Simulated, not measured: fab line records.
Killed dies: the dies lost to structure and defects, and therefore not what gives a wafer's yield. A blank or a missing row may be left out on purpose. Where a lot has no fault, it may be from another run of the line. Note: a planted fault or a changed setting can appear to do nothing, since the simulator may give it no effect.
Shared-tool check || flow sky130 || 15 lots, 45 wafers sampled

## REASON FOR OPENING
Of 15 lots, 3 have the reading VT_ADJUST_HVTR_TW flagged at SKY_VT_ADJUST_HVTR_TW_MEAS_11. Wafers without a fault read 211.3, standard deviation 3.
Rule: a lot is flagged when every wafer of it that has a number lies more than 4 standard deviations from that mean, or none has a number. As for the other lots, they are considered sound.

{"lot": "L447", "measured": "day 9 18:50", "on": "film metro-03", "VT_ADJUST_HVTR_TW, wafer by wafer": "214.4 214.7 213.7", "flag": ""}
{"lot": "L449", "measured": "day 10 09:36", "on": "film metro-02", "VT_ADJUST_HVTR_TW, wafer by wafer": "211.6 211.3 212.8", "flag": ""}
{"lot": "L450", "measured": "day 10 16:23", "on": "film metro-03", "VT_ADJUST_HVTR_TW, wafer by wafer": "213.6 214.9 213.8", "flag": ""}
{"lot": "L452", "measured": "day 11 11:19", "on": "film metro-02", "VT_ADJUST_HVTR_TW, wafer by wafer": "210.6 210.5 210.2", "flag": ""}
{"lot": "L453", "measured": "day 11 22:55", "on": "film metro-02", "VT_ADJUST_HVTR_TW, wafer by wafer": "263.0 263.0 262.2", "flag": "FLAGGED"}
{"lot": "L454", "measured": "day 12 09:41", "on": "film metro-02", "VT_ADJUST_HVTR_TW, wafer by wafer": "261.3 261.7 262.7", "flag": "FLAGGED"}
{"lot": "L456", "measured": "day 12 19:02", "on": "film metro-03", "VT_ADJUST_HVTR_TW, wafer by wafer": "265.9 267.6 265.3", "flag": "FLAGGED"}
{"lot": "L462", "measured": "day 14 11:22", "on": "film metro-02", "VT_ADJUST_HVTR_TW, wafer by wafer": "211.1 210.4 211.2", "flag": ""}
{"lot": "L463", "measured": "day 14 20:43", "on": "film metro-03", "VT_ADJUST_HVTR_TW, wafer by wafer": "214.5 214.1 214.6", "flag": ""}
{"lot": "L464", "measured": "day 14 20:59", "on": "film metro-03", "VT_ADJUST_HVTR_TW, wafer by wafer": "214.2 213.6 213.4", "flag": ""}
{"lot": "L465", "measured": "day 15 07:07", "on": "film metro-02", "VT_ADJUST_HVTR_TW, wafer by wafer": "212.5 212.2 212.5", "flag": ""}
{"lot": "L466", "measured": "day 15 13:41", "on": "film metro-01", "VT_ADJUST_HVTR_TW, wafer by wafer": "208.8 207.9 208.2", "flag": ""}
{"lot": "L467", "measured": "day 15 20:20", "on": "film metro-01", "VT_ADJUST_HVTR_TW, wafer by wafer": "207.7 208.0 207.1", "flag": ""}
{"lot": "L468", "measured": "day 16 05:14", "on": "film metro-01", "VT_ADJUST_HVTR_TW, wafer by wafer": "207.7 209.3 209.2", "flag": ""}
{"lot": "L469", "measured": "day 16 23:19", "on": "film metro-03", "VT_ADJUST_HVTR_TW, wafer by wafer": "216.1 214.2 214.5", "flag": ""}
On average the flagged lots' numbers are 263.6, which is +52.3 against the usual, or +17 standard deviations.

## WHICH TOOL RAN EACH LOT
3 process steps preceding the reading are held in the record, out of 708 steps in the route. Each cell gives the tool, then ch followed by the chambers the sampled wafers passed through, then the start.
{"lot": "L447", "flag": "", "SKY_NWELL_STRIP_25": "plasma asher-02 ch 0,1, day 5 13:43", "SKY_VT_ADJUST_HVTP_STRIP_10": "plasma asher-02 ch 0,1, day 6 09:26", "SKY_VT_ADJUST_NCORE_COAT_02": "litho track-02 ch 0, day 8 10:14"}
{"lot": "L449", "flag": "", "SKY_NWELL_STRIP_25": "plasma asher-01 ch 0,1, day 6 00:58", "SKY_VT_ADJUST_HVTP_STRIP_10": "plasma asher-04 ch 1, day 6 20:23", "SKY_VT_ADJUST_NCORE_COAT_02": "litho track-02 ch 0, day 8 23:40"}
{"lot": "L450", "flag": "", "SKY_NWELL_STRIP_25": "plasma asher-02 ch 0,1, day 6 07:28", "SKY_VT_ADJUST_HVTP_STRIP_10": "plasma asher-04 ch 0,1, day 7 03:41", "SKY_VT_ADJUST_NCORE_COAT_02": "litho track-04 ch 0, day 9 05:58"}
{"lot": "L452", "flag": "", "SKY_NWELL_STRIP_25": "plasma asher-04 ch 0,1, day 6 22:05", "SKY_VT_ADJUST_HVTP_STRIP_10": "plasma asher-02 ch 0,1, day 7 17:59", "SKY_VT_ADJUST_NCORE_COAT_02": "litho track-04 ch 0, day 9 23:58"}
{"lot": "L453", "flag": "FLAGGED", "SKY_NWELL_STRIP_25": "plasma asher-04 ch 0,1, day 7 07:39", "SKY_VT_ADJUST_HVTP_STRIP_10": "plasma asher-03 ch 0,1, day 8 03:38", "SKY_VT_ADJUST_NCORE_COAT_02": "litho track-01, day 10 11:19"}
{"lot": "L454", "flag": "FLAGGED", "SKY_NWELL_STRIP_25": "plasma asher-04 ch 0, day 7 16:48", "SKY_VT_ADJUST_HVTP_STRIP_10": "plasma asher-04 ch 0,1, day 8 13:59", "SKY_VT_ADJUST_NCORE_COAT_02": "litho track-04, day 10 22:10"}
{"lot": "L456", "flag": "FLAGGED", "SKY_NWELL_STRIP_25": "plasma asher-01 ch 0,1, day 8 01:07", "SKY_VT_ADJUST_HVTP_STRIP_10": "plasma asher-03 ch 0,1, day 8 22:43", "SKY_VT_ADJUST_NCORE_COAT_02": "litho track-02, day 11 06:53"}
{"lot": "L462", "flag": "", "SKY_NWELL_STRIP_25": "plasma asher-04 ch 0,1, day 9 09:55", "SKY_VT_ADJUST_HVTP_STRIP_10": "plasma asher-04 ch 0,1, day 10 08:56", "SKY_VT_ADJUST_NCORE_COAT_02": "litho track-02 ch 0, day 12 19:26"}
{"lot": "L463", "flag": "", "SKY_NWELL_STRIP_25": "plasma asher-04 ch 0,1, day 9 18:19", "SKY_VT_ADJUST_HVTP_STRIP_10": "plasma asher-04 ch 0,1, day 10 17:55", "SKY_VT_ADJUST_NCORE_COAT_02": "litho track-02 ch 0, day 13 05:29"}
{"lot": "L464", "flag": "", "SKY_NWELL_STRIP_25": "plasma asher-02 ch 0,1, day 9 19:30", "SKY_VT_ADJUST_HVTP_STRIP_10": "plasma asher-03 ch 0,1, day 10 18:32", "SKY_VT_ADJUST_NCORE_COAT_02": "litho track-01 ch 0, day 13 05:59"}
{"lot": "L465", "flag": "", "SKY_NWELL_STRIP_25": "plasma asher-04 ch 0,1, day 10 03:06", "SKY_VT_ADJUST_HVTP_STRIP_10": "plasma asher-03 ch 0,1, day 11 02:05", "SKY_VT_ADJUST_NCORE_COAT_02": "litho track-02 ch 0, day 13 15:11"}
{"lot": "L466", "flag": "", "SKY_NWELL_STRIP_25": "plasma asher-04 ch 0,1, day 10 07:55", "SKY_VT_ADJUST_HVTP_STRIP_10": "plasma asher-03 ch 0,1, day 11 07:31", "SKY_VT_ADJUST_NCORE_COAT_02": "litho track-02 ch 0, day 13 20:10"}
{"lot": "L467", "flag": "", "SKY_NWELL_STRIP_25": "plasma asher-01 ch 0,1, day 10 13:05", "SKY_VT_ADJUST_HVTP_STRIP_10": "plasma asher-02 ch 0,1, day 11 12:18", "SKY_VT_ADJUST_NCORE_COAT_02": "litho track-01 ch 0, day 14 03:49"}
{"lot": "L468", "flag": "", "SKY_NWELL_STRIP_25": "plasma asher-04 ch 1, day 10 20:31", "SKY_VT_ADJUST_HVTP_STRIP_10": "plasma asher-03 ch 1, day 11 20:08", "SKY_VT_ADJUST_NCORE_COAT_02": "litho track-01 ch 0, day 14 12:11"}
{"lot": "L469", "flag": "", "SKY_NWELL_STRIP_25": "plasma asher-02 ch 0,1, day 11 11:03", "SKY_VT_ADJUST_HVTP_STRIP_10": "plasma asher-04 ch 0,1, day 12 11:35", "SKY_VT_ADJUST_NCORE_COAT_02": "litho track-01 ch 0, day 15 04:22"}
What the steps here do:
- SKY_NWELL_STRIP_25: strips in O2/N2.
- SKY_VT_ADJUST_HVTP_STRIP_10: strips in O2/N2.
- SKY_VT_ADJUST_NCORE_COAT_02: resist thk 1140 nm.
- SKY_VT_ADJUST_HVTR_TW_MEAS_11

## FLAGGED OVER TOTAL, TOOL BY TOOL (the gauges that took the reading come last)
{"step": "SKY_NWELL_STRIP_25", "tool": "plasma asher-01", "lots run": 3, "flagged": 1, "share of the flagged lots": "some", "sound lots run after its first flagged lot": "1 (L467)"}
{"step": "SKY_NWELL_STRIP_25", "tool": "plasma asher-02", "lots run": 4, "flagged": 0, "share of the flagged lots": "none", "sound lots run after its first flagged lot": "-"}
{"step": "SKY_NWELL_STRIP_25", "tool": "plasma asher-04", "lots run": 8, "flagged": 2, "share of the flagged lots": "some", "sound lots run after its first flagged lot": "5 (L462,L463,L465,L466,L468)"}
{"step": "SKY_VT_ADJUST_HVTP_STRIP_10", "tool": "plasma asher-02", "lots run": 3, "flagged": 0, "share of the flagged lots": "none", "sound lots run after its first flagged lot": "-"}
{"step": "SKY_VT_ADJUST_HVTP_STRIP_10", "tool": "plasma asher-03", "lots run": 6, "flagged": 2, "share of the flagged lots": "some", "sound lots run after its first flagged lot": "4 (L464,L465,L466,L468)"}
{"step": "SKY_VT_ADJUST_HVTP_STRIP_10", "tool": "plasma asher-04", "lots run": 6, "flagged": 1, "share of the flagged lots": "some", "sound lots run after its first flagged lot": "3 (L462,L463,L469)"}
{"step": "SKY_VT_ADJUST_NCORE_COAT_02", "tool": "litho track-01", "lots run": 5, "flagged": 1, "share of the flagged lots": "some", "sound lots run after its first flagged lot": "4 (L464,L467,L468,L469)"}
{"step": "SKY_VT_ADJUST_NCORE_COAT_02", "tool": "litho track-02", "lots run": 7, "flagged": 1, "share of the flagged lots": "some", "sound lots run after its first flagged lot": "4 (L462,L463,L465,L466)"}
{"step": "SKY_VT_ADJUST_NCORE_COAT_02", "tool": "litho track-04", "lots run": 3, "flagged": 1, "share of the flagged lots": "some", "sound lots run after its first flagged lot": 0}
{"step": "SKY_VT_ADJUST_HVTR_TW_MEAS_11", "tool": "film metro-01", "lots run": 3, "flagged": 0, "share of the flagged lots": "none", "sound lots run after its first flagged lot": "-"}
{"step": "SKY_VT_ADJUST_HVTR_TW_MEAS_11", "tool": "film metro-02", "lots run": 6, "flagged": 2, "share of the flagged lots": "some", "sound lots run after its first flagged lot": "2 (L462,L465)"}
{"step": "SKY_VT_ADJUST_HVTR_TW_MEAS_11", "tool": "film metro-03", "lots run": 6, "flagged": 1, "share of the flagged lots": "some", "sound lots run after its first flagged lot": "3 (L463,L464,L469)"}

## WHAT THE TABLE PERMITS
No row of the table ran every flagged lot.

## WHAT THE SIMULATOR PUT IN
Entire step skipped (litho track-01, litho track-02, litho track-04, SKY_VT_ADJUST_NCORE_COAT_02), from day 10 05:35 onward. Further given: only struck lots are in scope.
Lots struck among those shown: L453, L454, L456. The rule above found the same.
